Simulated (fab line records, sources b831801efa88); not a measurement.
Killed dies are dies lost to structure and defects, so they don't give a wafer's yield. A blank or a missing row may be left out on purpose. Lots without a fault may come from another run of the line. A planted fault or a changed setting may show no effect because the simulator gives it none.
A struck lot beside a sound one | flow sky130 | 14 steps out of a route of 708
Sound: wafers L566.2, L566.4, L566.5. Struck: wafers L561.1, L561.3, L561.5. The cause comes at the end.
At each step with rows: each side's tool, then ch and its chambers, then its first start. Under that, the readings that differ: sound wafers | struck wafers | difference of the means | sigmas: that difference in standard deviations of wafers without a fault.
alike: readings whose means differ by less than 2 such deviations, and words and numbers that are the same on both sides. not compared: withheld readings, readings that some wafer has no value for, bounds like >300 that may hide the same value, and numbers for which the record gives no deviation and whose values overlap.
The two part at a step that has a row with sigmas, a row that says differs or no value, or rows on one side only. Numbers that don't overlap but have no deviation are shown without sigmas and don't part them. A reading that every wafer of one side lacks parts them only if that side has two wafers or more.

SKY_NWELL_RS_MEAS_29: measures by four-point-probe.
  sound on film_metro-02, day 9 23:55; struck on film_metro-04, day 8 19:54
  alike: NWELL_RS
SKY_NWELL_RS_MEAS_31: measures by four-point-probe.
  sound on film_metro-02, day 10 00:10; struck on film_metro-04, day 8 20:08
  reading          | sound          | struck         | difference | sigmas
  PWDE_RS (ohm/sq) | 5291 5313 5327 | 5281 5265 5266 | -40        | -3
then, 7 steps without rows for these wafers: SKY_VT_ADJUST_HVTP_DEHYDRATE_00 (time 60 s); SKY_VT_ADJUST_HVTP_HMDS_01 (prime time 60 s); SKY_VT_ADJUST_HVTP_COAT_02 (resist thk 1140 nm); SKY_VT_ADJUST_HVTP_SOFTBAKE_03 (time 60 s); SKY_VT_ADJUST_HVTP_EXPOSE_04 (exposes mask HVTPM, target cd 380 nm); SKY_VT_ADJUST_HVTP_PEB_05; SKY_VT_ADJUST_HVTP_DEVELOP_06 (develop time 60 s).
SKY_VT_ADJUST_HVTP_CD_MEAS_07: target cd 380 nm.
  sound on cd_sem-01, day 10 22:13; struck on cd_sem-02, day 9 18:36
  alike: cd_nm
SKY_VT_ADJUST_HVTP_OVL_MEAS_08:
  sound on overlay-01, day 10 22:20; struck on overlay-02, day 9 18:43
  reading                 | sound       | struck         | difference | sigmas
  VT_ADJUST_HVTP_OVL (nm) | 1.8 0.8 0.0 | -2.8 -3.8 -2.8 | -4.0       | -2
SKY_VT_ADJUST_HVTP_IMPLANT_09:
  sound on implanter-01 ch 0, day 10 22:23; struck on implanter-02 ch 0, day 9 18:46
  reading                   | sound                | struck               | difference | sigmas
  beam_energy_keV           | 149.97 149.95 149.91 | 152.33 152.33 152.30 | +2.38      | +50
  model.implant.drp_nm (nm) | 33.4 33.4 33.4       | 33.83 33.83 33.83    | +0.43      |
  alike: beam_on_s
SKY_VT_ADJUST_HVTP_STRIP_10: strips in O2/N2.
  sound on plasma_asher-03 ch 0,1, day 10 22:31; struck on plasma_asher-04 ch 1, day 9 18:55
  alike: chamber_pressure_mTorr, drypump_motor_current_A, oes_product_au, strip_time_to_endpoint_s
  not compared: rf_hours_counter_h
-- the record jumps here: 40 days lie between the struck wafers' starts before and after (it left off in module VT_ADJUST_HVTP and takes up again in module PAD_OPEN, whose first step shown is number 708 of the route) --
SKY_PAD_OPEN_PROBE_99:
  sound on prober-02, day 50 17:10; struck on prober-02, day 49 21:56
  alike: killed_at_M0_to_M3, killed_at_M4_up, killed_at_contacts, killed_at_front_end, killed_at_other, killed_dies, killed_open, killed_short

WHERE THEY PART
First at SKY_NWELL_RS_MEAS_31; last, within this record, at SKY_VT_ADJUST_HVTP_IMPLANT_09. Later steps at which nothing parts them and some readings are alike: SKY_VT_ADJUST_HVTP_STRIP_10, SKY_PAD_OPEN_PROBE_99.

WHY: what the simulator had put in
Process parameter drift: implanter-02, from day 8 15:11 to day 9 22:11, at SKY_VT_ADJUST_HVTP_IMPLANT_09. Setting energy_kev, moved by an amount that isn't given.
